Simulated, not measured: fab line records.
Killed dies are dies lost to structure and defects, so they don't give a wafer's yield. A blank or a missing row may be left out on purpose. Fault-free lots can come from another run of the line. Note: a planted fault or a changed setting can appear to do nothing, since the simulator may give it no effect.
The same fault as seen by 2 desks | flow sky130 | only its own numbers are on each desk; what lay behind them is given at the end

FROM THE METROLOGY DESK
What the gauges read, lot by lot, whatever tool the lot ran on: means of the sampled wafers that have a number. If a lot's mean is further than 4 standard deviations from the usual mean, the lot is out of limits and carries the mark OUT (the distance appears in the brackets).
Columns: A = CONTACT_OVL at SKY_CONTACT_OVL_MEAS_15, usual 1 nm; B = VIA1_OVL at SKY_VIA1_OVL_MEAS_13, usual 1 nm; C = VIA4_W_RS at SKY_VIA4_RS_MEAS_19, usual 0.2270 ohm/sq; D = VIA4_W_THK at SKY_VIA4_THK_MEAS_20, usual 518 nm
lot  | first seen here | A  | B  | C                | D
L720 | day 31 03:38    | 9  | 4  | 0.2290           | 514
L723 | day 31 23:53    | -1 | 1  | 0.2279           | 520
L726 | day 33 22:17    | -5 | 4  | 0.2265           | 525
L725 | day 34 01:44    | 6  | -6 | 0.1711 (-21) OUT | 731 (+30) OUT
L731 | day 34 23:13    | 6  | 3  | 0.1985 (-11) OUT | 626 (+15) OUT
L737 | day 36 22:14    | -2 | 7  | 0.2237           | 522
L740 | day 37 20:19    | -1 | -6 | 0.2287           | 512
L741 | day 37 21:07    | 9  | -7 | 0.2254           | 520
L742 | day 38 09:11    | 1  | 1  | 0.2282           | 515
L743 | day 38 18:20    | 8  | 5  | 0.2277           | 516
This desk reports L725, L731 out of limits; the earliest was L725 at day 45 01:16 (VIA4_W_RS at SKY_VIA4_RS_MEAS_19). In limits: L720, L723, L726, L737, L740, L741, L742, L743.

FOR THE TOOL OWNER'S DESK: cvd_w-02
The tool's own readings at SKY_VIA4_CVD_18 (deposits W, target thk 505 nm, time 152.14 s): means of the sampled wafers that have a number, for each lot that ran on this tool. If a lot's mean is further than 4 standard deviations from the usual mean, the lot is out of limits and carries the mark OUT (the distance appears in the brackets).
Columns: A = heater_power_outer_w at SKY_VIA4_CVD_18, usual 525 W; B = heater_power_w at SKY_VIA4_CVD_18, usual 840 W
lot  | first seen here | A   | B
L720 | day 42 13:31    | 521 | 845
L726 | day 44 18:44    | 534 | 845
L725 | day 45 01:07    | 547 | 849
L731 | day 45 16:01    | 532 | 861
L740 | day 47 22:42    | 530 | 843
L741 | day 47 23:44    | 541 | 848
L742 | day 48 05:25    | 553 | 832
L743 | day 48 15:09    | 533 | 837
Finding of this desk: none of the 8 lots has anything out of limits.

ALL TOGETHER
L725, L731 would have let the metrology desk raise an alarm at day 45 01:16.
Nothing out of limits was seen by the tool owner's desk.
The tool owner's desk has L725, L731 on record, within its limits.
Every lot named ran SKY_VIA4_CVD_18 on cvd_w-02.

WHAT THE SIMULATOR HAD PUT IN
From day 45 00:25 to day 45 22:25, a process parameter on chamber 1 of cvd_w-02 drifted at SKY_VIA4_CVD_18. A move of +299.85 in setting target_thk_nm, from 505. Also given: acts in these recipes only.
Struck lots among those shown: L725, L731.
Hours from the fault's start to each desk's first reading out of limits: the metrology desk, 1.
